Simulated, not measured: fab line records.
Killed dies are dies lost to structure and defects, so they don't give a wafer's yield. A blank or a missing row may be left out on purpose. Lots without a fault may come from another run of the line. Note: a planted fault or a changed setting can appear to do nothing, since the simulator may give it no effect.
fab line records -- flow gf180mcu
[record] lots = 15, wafers = 45, last-day = 34
route steps=602 shown V2@385 M3@423
lots with no fault: from the same line, run without faults
start-h: hours from the record's opening day to when the first of the lot's shown wafers began -- wait-h: hours from the lot's prior step to this one -- " repeats the value in the row above -- L1.1+2: several wafers, shown together as one row -- - either no value or no given start -- * or withheld: withheld -- < > ~ a bound
route shown NAME@n: a module of which the file shows steps, and the number in the route of the first -- usual: mean/standard deviation taken from wafers without a fault -- same: alike in all rows -- chamber/n: place in a boat -- sites: each site's reading -- _std_site: the standard deviation of these -- _edge_site: outer sites' mean less inner sites' -- radius-mm: how far each site lies from the wafer's centre -- mask NAME#n: copy n -- behind: the most recent tool/chamber to have shaped the wafer -- hold: reason for holding the lot/hours on hold/outcome of the hold -- device: which transistor (n, p or np) failed to switch -- end of line: at the end of the route, the tests of the same wafers -- a step without rows: its recipe alone -- killed: count of dies lost to structure and defects at first sort (not the wafer's yield) -- map: a wafer's dies, x killed, . not, _ none there
set.NAME: the run value of the setting; set.NAME@STEP: its run value at that earlier step -- model.NAME: the simulator's own value behind a step, which no gauge read
the route's steps for a sample of lots (tables are steps, rows are wafers)
services: from which hour (start-h, from the record's first day; less than 0 if before it) a tool's chamber was out of use, for how many hours, and why
[[steps]]
[step GF_V2_THK_MEAS_03]
[recipe] reads = SiO2_of_V2_CVD_02
[usual] V2_CVD_02_THK = 853/11
lot.wafer,tool,chamber,start-h,wait-h,V2_CVD_02_THK[nm]
L949.1,film-metro-03,-,448.59,0.0,845
L949.3,film-metro-03,-,448.59,0.0,862
L949.6,film-metro-03,-,448.59,0.0,865
L952.1,film-metro-03,-,478.00,0.0,847
L952.2,film-metro-03,-,478.00,0.0,840
L952.6,film-metro-03,-,478.00,0.0,866
L953.3,film-metro-04,-,492.12,0.1,861
L953.5,film-metro-04,-,492.12,0.1,859
L953.6,film-metro-04,-,492.12,0.1,849
L957.1,film-metro-04,-,524.89,0.0,848
L957.5,film-metro-04,-,524.89,0.0,866
L957.6,film-metro-04,-,524.89,0.0,856
L958.2,film-metro-01,-,533.94,0.0,859
L958.4,film-metro-01,-,533.94,0.0,873
L958.6,film-metro-01,-,533.94,0.0,882
L959.2,film-metro-03,-,539.90,0.0,839
L959.4,film-metro-03,-,539.90,0.0,842
L959.5,film-metro-03,-,539.90,0.0,859
L960.3,film-metro-04,-,540.44,0.1,851
L960.4,film-metro-04,-,540.44,0.1,866
L960.6,film-metro-04,-,540.44,0.1,851
L961.2,film-metro-04,-,556.53,0.0,835
L961.3,film-metro-04,-,556.53,0.0,837
L961.5,film-metro-04,-,556.53,0.0,849
L962.1,film-metro-01,-,561.77,0.0,854
L962.3,film-metro-01,-,561.77,0.0,845
L962.6,film-metro-01,-,561.77,0.0,860
L963.3,film-metro-03,-,571.10,0.1,841
L963.4,film-metro-03,-,571.10,0.1,853
L963.6,film-metro-03,-,571.10,0.1,861
L964.1,film-metro-04,-,575.91,0.0,848
L964.2,film-metro-04,-,575.91,0.0,842
L964.3,film-metro-04,-,575.91,0.0,841
L965.1,film-metro-03,-,584.13,0.0,847
L965.3,film-metro-03,-,584.13,0.0,853
L965.6,film-metro-03,-,584.13,0.0,857
L966.3,film-metro-03,-,592.45,0.1,853
L966.4,film-metro-03,-,592.45,0.1,868
L966.6,film-metro-03,-,592.45,0.1,856
L968.2,film-metro-04,-,605.57,0.1,830
L968.5,film-metro-04,-,605.57,0.1,846
L968.6,film-metro-04,-,605.57,0.1,850
L970.1,film-metro-04,-,623.07,0.0,838
L970.2,film-metro-04,-,623.07,0.0,846
L970.6,film-metro-04,-,623.07,0.0,857
[step GF_V2_BOW_MEAS_05]
[recipe] mode = bow
[usual] V2_BOW = 97/8.3
lot.wafer,tool,chamber,start-h,wait-h,V2_BOW[um]
L949.1,film-metro-03,-,449.00,0.2,112
L949.3,film-metro-03,-,449.00,0.2,105
L949.6,film-metro-03,-,449.00,0.2,108
L952.1,film-metro-03,-,478.36,0.1,90
L952.2,film-metro-03,-,478.36,0.1,93
L952.6,film-metro-03,-,478.36,0.1,93
L953.3,film-metro-03,-,492.50,0.3,97
L953.5,film-metro-03,-,492.50,0.3,82
L953.6,film-metro-03,-,492.50,0.3,88
L957.1,film-metro-04,-,525.36,0.2,104
L957.5,film-metro-04,-,525.36,0.2,107
L957.6,film-metro-04,-,525.36,0.2,105
L958.2,film-metro-01,-,534.31,0.3,90
L958.4,film-metro-01,-,534.31,0.3,95
L958.6,film-metro-01,-,534.31,0.3,100
L959.2,film-metro-03,-,540.30,0.2,82
L959.4,film-metro-03,-,540.30,0.2,89
L959.5,film-metro-03,-,540.30,0.2,94
L960.3,film-metro-04,-,540.89,0.3,105
L960.4,film-metro-04,-,540.89,0.3,95
L960.6,film-metro-04,-,540.89,0.3,86
L961.2,film-metro-01,-,556.90,0.2,91
L961.3,film-metro-01,-,556.90,0.2,94
L961.5,film-metro-01,-,556.90,0.2,89
L962.1,film-metro-01,-,562.13,0.2,101
L962.3,film-metro-01,-,562.13,0.2,105
L962.6,film-metro-01,-,562.13,0.2,100
L963.3,film-metro-01,-,571.48,0.1,99
L963.4,film-metro-01,-,571.48,0.1,95
L963.6,film-metro-01,-,571.48,0.1,101
L964.1,film-metro-01,-,576.51,0.2,78
L964.2,film-metro-01,-,576.51,0.2,92
L964.3,film-metro-01,-,576.51,0.2,93
L965.1,film-metro-01,-,584.49,0.1,103
L965.3,film-metro-01,-,584.49,0.1,90
L965.6,film-metro-01,-,584.49,0.1,122
L966.3,film-metro-04,-,592.83,0.2,73
L966.4,film-metro-04,-,592.83,0.2,91
L966.6,film-metro-04,-,592.83,0.2,91
L968.2,film-metro-04,-,605.94,0.2,107
L968.5,film-metro-04,-,605.94,0.2,105
L968.6,film-metro-04,-,605.94,0.2,103
L970.1,film-metro-04,-,623.43,0.1,110
L970.2,film-metro-04,-,623.43,0.1,88
L970.6,film-metro-04,-,623.43,0.1,95
[step GF_M3_CD_MEAS_14]
[recipe] target-cd-nm = 280
[usual] cd-nm = 279.9/1.3
lot.wafer,tool,chamber,start-h,wait-h,cd-nm
L949.1,cd-sem-02,-,498.63,0.1,278.3
L949.3,cd-sem-02,-,498.63,0.1,277.9
L949.6,cd-sem-02,-,498.63,0.1,278.4
L952.1,cd-sem-02,-,527.13,0.1,280.0
L952.2,cd-sem-02,-,527.13,0.1,281.5
L952.6,cd-sem-02,-,527.13,0.1,279.7
L953.3,cd-sem-02,-,540.68,0.1,278.2
L953.5,cd-sem-02,-,540.68,0.1,278.4
L953.6,cd-sem-02,-,540.68,0.1,278.3
L957.1,cd-sem-01,-,571.48,0.1,282.8
L957.5,cd-sem-01,-,571.48,0.1,281.4
L957.6,cd-sem-01,-,571.48,0.1,282.5
L958.2,cd-sem-01,-,580.71,0.1,278.0
L958.4,cd-sem-01,-,580.71,0.1,279.3
L958.6,cd-sem-01,-,580.71,0.1,278.0
L959.2,cd-sem-02,-,586.46,0.1,279.4
L959.4,cd-sem-02,-,586.46,0.1,280.4
L959.5,cd-sem-02,-,586.46,0.1,281.2
L960.3,cd-sem-02,-,586.68,0.1,279.7
L960.4,cd-sem-02,-,586.68,0.1,281.4
L960.6,cd-sem-02,-,586.68,0.1,280.4
L961.2,cd-sem-01,-,602.36,0.1,279.3
L961.3,cd-sem-01,-,602.36,0.1,278.9
L961.5,cd-sem-01,-,602.36,0.1,279.8
L962.1,cd-sem-01,-,606.44,0.1,278.1
L962.3,cd-sem-01,-,606.44,0.1,277.7
L962.6,cd-sem-01,-,606.44,0.1,278.2
L963.3,cd-sem-02,-,615.11,0.1,280.9
L963.4,cd-sem-02,-,615.11,0.1,281.7
L963.6,cd-sem-02,-,615.11,0.1,281.3
L964.1,cd-sem-02,-,620.74,0.1,283.5
L964.2,cd-sem-02,-,620.74,0.1,281.9
L964.3,cd-sem-02,-,620.74,0.1,283.4
L965.1,cd-sem-01,-,628.19,0.1,278.1
L965.3,cd-sem-01,-,628.19,0.1,278.6
L965.6,cd-sem-01,-,628.19,0.1,278.1
L966.3,cd-sem-01,-,636.38,0.1,278.3
L966.4,cd-sem-01,-,636.38,0.1,278.7
L966.6,cd-sem-01,-,636.38,0.1,279.6
L968.2,cd-sem-02,-,648.29,0.1,282.2
L968.5,cd-sem-02,-,648.29,0.1,281.2
L968.6,cd-sem-02,-,648.29,0.1,281.4
L970.1,cd-sem-02,-,665.29,0.1,281.4
L970.2,cd-sem-02,-,665.29,0.1,280.1
L970.6,cd-sem-02,-,665.29,0.1,280.3
[step GF_M3_METAL_ETCH_16]
[recipe] chemistry = Cl2/BCl3, mask-material = KrF, target-depth-nm = 627.5, stop-on = SiO2, pressure-mtorr = 8, icp-w = 800, bias-w = 140, Cl2_flow_sccm = 80, bcl3-flow-sccm = 40, time-s = 104.6
[usual] bcl3-flow-sccm = 40.01/0.12, bias-w = 140.0/0.42, drypump-motor-current-A = 5.87/0.25, oes-product-au = 0.972/0.0072, throttle-valve-pct = 28.251/0.011
lot.wafer,tool,chamber,start-h,wait-h,bcl3-flow-sccm,bias-w,drypump-motor-current-A,oes-product-au,rf-hours-counter-h,throttle-valve-pct
L949.1,rie-metal-04,0,498.78,0.0,40.15,139.7,6.16,0.969,8,28.246
L949.3,rie-metal-04,1,498.78,0.0,40.12,140.0,5.93,0.968,-,28.258
L949.6,rie-metal-04,1,498.78,0.0,40.09,139.9,5.94,0.972,-,28.249
L952.1,rie-metal-04,0,527.28,0.0,40.05,139.8,6.14,0.963,9,28.250
L952.2,rie-metal-04,1,527.28,0.0,39.88,140.2,5.91,0.976,10,28.259
L952.6,rie-metal-04,1,527.28,0.0,40.02,140.9,5.92,0.971,-,28.250
L953.3,rie-metal-04,1,540.88,0.1,39.92,139.5,5.97,0.971,-,28.245
L953.5,rie-metal-04,1,540.88,0.1,39.90,139.8,5.95,0.978,-,28.255
L953.6,rie-metal-04,1,540.88,0.1,39.87,140.1,5.95,0.977,-,28.256
L957.1,rie-metal-03,0,571.63,0.0,39.92,139.6,5.95,0.985,2,28.242
L957.5,rie-metal-03,0,571.63,0.0,40.00,140.1,5.99,0.974,-,28.252
L957.6,rie-metal-03,1,571.63,0.0,39.90,141.1,6.16,0.978,-,28.254
L958.2,rie-metal-01,1,580.85,0.0,40.06,139.5,5.45,0.973,10,28.260
L958.4,rie-metal-01,1,580.85,0.0,40.01,139.0,5.44,0.974,-,28.242
L958.6,rie-metal-01,1,580.85,0.0,40.09,139.9,5.45,0.974,-,28.250
L959.2,rie-metal-04,0,586.59,0.0,-,-,-,-,-,-
L959.4,rie-metal-04,0,586.59,0.0,-,-,-,-,-,-
L959.5,rie-metal-04,0,586.59,0.0,-,-,-,-,-,-
L960.3,rie-metal-01,0,586.84,0.1,-,-,-,-,-,-
L960.4,rie-metal-01,1,586.84,0.1,-,-,-,-,-,-
L960.6,rie-metal-01,0,586.84,0.1,-,-,-,-,-,-
L961.2,rie-metal-04,0,602.49,0.0,-,-,-,-,-,-
L961.3,rie-metal-04,0,602.49,0.0,-,-,-,-,-,-
L961.5,rie-metal-04,0,602.49,0.0,-,-,-,-,-,-
L962.1,rie-metal-04,0,606.60,0.0,40.03,139.5,6.16,0.966,2,28.239
L962.3,rie-metal-04,1,606.60,0.0,40.09,139.5,5.93,0.980,-,28.243
L962.6,rie-metal-04,0,606.60,0.0,40.13,139.7,6.16,0.981,-,28.240
L963.3,rie-metal-04,1,615.27,0.1,40.30,139.4,5.93,0.971,-,28.250
L963.4,rie-metal-04,0,615.27,0.1,39.80,140.6,6.15,0.974,-,28.246
L963.6,rie-metal-04,0,615.27,0.1,40.09,139.8,6.15,0.970,-,28.257
L964.1,rie-metal-01,0,620.89,0.0,40.13,139.7,5.74,0.969,5,28.282
L964.2,rie-metal-01,1,620.89,0.0,39.91,140.3,5.45,0.972,11,28.260
L964.3,rie-metal-01,1,620.89,0.0,39.95,139.7,5.46,0.970,-,28.254
L965.1,rie-metal-04,1,628.34,0.0,40.10,139.9,5.94,0.968,13,28.247
L965.3,rie-metal-04,0,628.34,0.0,40.12,139.8,6.16,0.970,-,28.245
L965.6,rie-metal-04,1,628.34,0.0,40.20,140.4,5.92,0.968,-,28.256
L966.3,rie-metal-04,0,636.54,0.1,40.12,140.1,6.14,0.966,-,28.233
L966.4,rie-metal-04,1,636.54,0.1,40.04,139.5,5.94,0.977,-,28.258
L966.6,rie-metal-04,1,636.54,0.1,39.78,139.6,5.94,0.951,-,28.275
L968.2,rie-metal-01,1,648.43,0.0,40.15,140.5,5.45,0.963,12,28.257
L968.5,rie-metal-01,0,648.43,0.0,40.18,139.7,5.73,0.972,-,28.242
L968.6,rie-metal-01,1,648.43,0.0,39.94,140.7,5.45,0.965,-,28.263
L970.1,rie-metal-01,1,665.45,0.0,39.95,140.3,5.45,0.976,13,28.261
L970.2,rie-metal-01,0,665.45,0.0,40.09,139.6,5.74,0.966,6,28.260
L970.6,rie-metal-01,1,665.45,0.0,40.11,140.2,5.46,0.971,-,28.263
[step GF_M3_STRIP_17]
[recipe] chemistry = O2/N2, power-w = 1400, pressure-mtorr = 1500, platen-temp-c = 250, o2-flow-sccm = 3000, n2-flow-sccm = 300, overash-fraction = 0.5
[usual] drypump-motor-current-A = 5.6/0.57, heater-power-w = 363/55, oes-product-au = 0.558/0.0048, strip-time-to-endpoint-s = 7.88/0.043
lot.wafer,tool,chamber,start-h,wait-h,drypump-motor-current-A,heater-power-w,oes-product-au,rf-hours-counter-h,strip-time-to-endpoint-s
L949.1,plasma-asher-04,0,498.89,0.1,5.0,299,0.565,7,7.94
L949.3,plasma-asher-04,0,498.89,0.1,5.0,303,0.553,-,7.85
L949.6,plasma-asher-04,1,498.89,0.1,5.2,435,0.558,-,7.84
L952.1,plasma-asher-01,1,527.39,0.1,6.0,316,0.565,88,7.97
L952.2,plasma-asher-01,0,527.39,0.1,6.7,410,0.555,88,7.90
L952.6,plasma-asher-01,1,527.39,0.1,6.0,317,0.560,-,7.91
L953.3,plasma-asher-02,1,541.06,0.1,5.7,331,0.556,-,7.80
L953.5,plasma-asher-02,0,541.06,0.1,5.9,370,0.566,-,7.87
L953.6,plasma-asher-02,1,541.06,0.1,5.7,328,0.558,-,7.85
L957.1,plasma-asher-04,0,571.74,0.1,5.0,297,0.553,15,7.86
L957.5,plasma-asher-04,1,571.74,0.1,5.2,437,0.559,-,7.89
L957.6,plasma-asher-04,0,571.74,0.1,5.0,308,0.553,-,7.88
L958.2,plasma-asher-01,0,580.96,0.1,6.6,414,0.566,93,7.97
L958.4,plasma-asher-01,1,580.96,0.1,6.0,321,0.561,-,7.97
L958.6,plasma-asher-01,1,580.96,0.1,6.0,326,0.560,-,7.95
L959.2,plasma-asher-04,0,586.71,0.1,5.0,305,0.660,16,10.23
L959.4,plasma-asher-04,1,586.71,0.1,5.2,449,0.661,-,10.23
L959.5,plasma-asher-04,0,586.71,0.1,5.0,300,0.664,-,10.24
L960.3,plasma-asher-01,1,586.95,0.1,6.0,315,0.664,-,10.17
L960.4,plasma-asher-01,0,586.95,0.1,6.7,415,0.651,-,10.19
L960.6,plasma-asher-01,1,586.95,0.1,6.0,318,0.657,-,10.20
L961.2,plasma-asher-02,1,602.61,0.1,5.7,328,0.660,85,10.25
L961.3,plasma-asher-02,0,602.61,0.1,5.9,363,0.659,-,10.23
L961.5,plasma-asher-02,0,602.61,0.1,5.9,350,0.656,-,10.23
L962.1,plasma-asher-02,1,606.71,0.1,5.7,328,0.556,85,7.86
L962.3,plasma-asher-02,1,606.71,0.1,5.7,334,0.563,-,7.86
L962.6,plasma-asher-02,1,606.71,0.1,5.7,330,0.556,-,7.90
L963.3,plasma-asher-01,1,615.38,0.1,6.0,319,0.563,-,7.87
L963.4,plasma-asher-01,0,615.38,0.1,6.6,417,0.555,-,7.92
L963.6,plasma-asher-01,0,615.38,0.1,6.6,419,0.551,-,7.93
L964.1,plasma-asher-04,1,621.04,0.1,5.2,424,0.557,20,7.79
L964.2,plasma-asher-04,0,621.04,0.1,5.0,301,0.557,20,7.90
L964.3,plasma-asher-04,1,621.04,0.1,5.2,436,0.565,-,7.93
L965.1,plasma-asher-02,1,628.46,0.1,5.7,330,0.556,86,7.86
L965.3,plasma-asher-02,0,628.46,0.1,5.9,356,0.559,-,7.95
L965.6,plasma-asher-02,1,628.46,0.1,5.7,329,0.554,-,7.85
L966.3,plasma-asher-01,0,636.65,0.1,6.7,421,0.569,-,7.86
L966.4,plasma-asher-01,1,636.65,0.1,6.0,313,0.559,-,7.80
L966.6,plasma-asher-01,0,636.65,0.1,6.7,411,0.553,-,7.80
L968.2,plasma-asher-04,0,648.54,0.1,5.1,302,0.564,22,7.93
L968.5,plasma-asher-04,1,648.54,0.1,5.2,431,0.551,-,7.86
L968.6,plasma-asher-04,0,648.54,0.1,5.1,305,0.558,-,7.93
L970.1,plasma-asher-01,0,665.56,0.1,6.6,407,0.555,103,7.84
L970.2,plasma-asher-01,1,665.56,0.1,6.0,320,0.554,103,7.84
L970.6,plasma-asher-01,0,665.56,0.1,6.7,410,0.568,-,7.90
[[services]]
tool,chamber,start-h,hours,kind
rie-metal-04,-,477.92,0.9,repair
rie-metal-03,1,487.91,7.5,repair
plasma-asher-04,-,491.10,2.8,pm
plasma-asher-04,-,494.74,0.9,repair
rie-metal-04,0,531.13,-,clean
rie-metal-04,0,531.13,11.2,scheduled-down
rie-metal-04,0,531.13,11.2,vent-cycle
rie-metal-03,1,535.55,4.1,repair
plasma-asher-02,-,597.22,0.4,repair
rie-metal-01,-,597.68,0.8,repair
plasma-asher-02,-,608.55,15.6,pm
plasma-asher-04,-,624.15,0.4,repair
plasma-asher-04,-,627.44,5.7,repair
plasma-asher-04,-,627.62,13.6,repair
rie-metal-03,-,637.30,1.4,pm
rie-metal-03,-,638.77,0.6,repair
[[key]]
[first-sign] step = GF_M3_METAL_ETCH_16, reading = tool-record, direction = missing
[effect] step = GF_M3_STRIP_17, reading = strip-time-to-endpoint-s, direction = up, sigmas = 54, usual = *, struck = *
met-at GF_M3_METAL_ETCH_16
struck-lots L959,L960,L961
later-rows-left-out L959.2,L959.4,L959.5,L960.3,L960.4,L960.6,L961.2,L961.3,L961.5
sort-left-out L959.2,L959.4,L959.5,L960.3,L960.4,L960.6,L961.2,L961.3,L961.5
not-acting-at GF_V2_THK_MEAS_03,GF_V2_BOW_MEAS_05,GF_M3_CD_MEAS_14
onset-between 580.85 586.59
[fault] kind = skipped-step-whole, tool = rie-metal-01,rie-metal-04, chamber = -, onset-h = 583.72, steps = GF_M3_METAL_ETCH_16, scope = struck-lots-only
// sort-left-out: the simulated sort isn't trusted on such a fault, so these wafers' sort isn't shown, and their yield isn't known
// later-rows-left-out: the simulator's readings of these wafers behind a module that went badly wrong aren't trusted and aren't shown, but for the sort
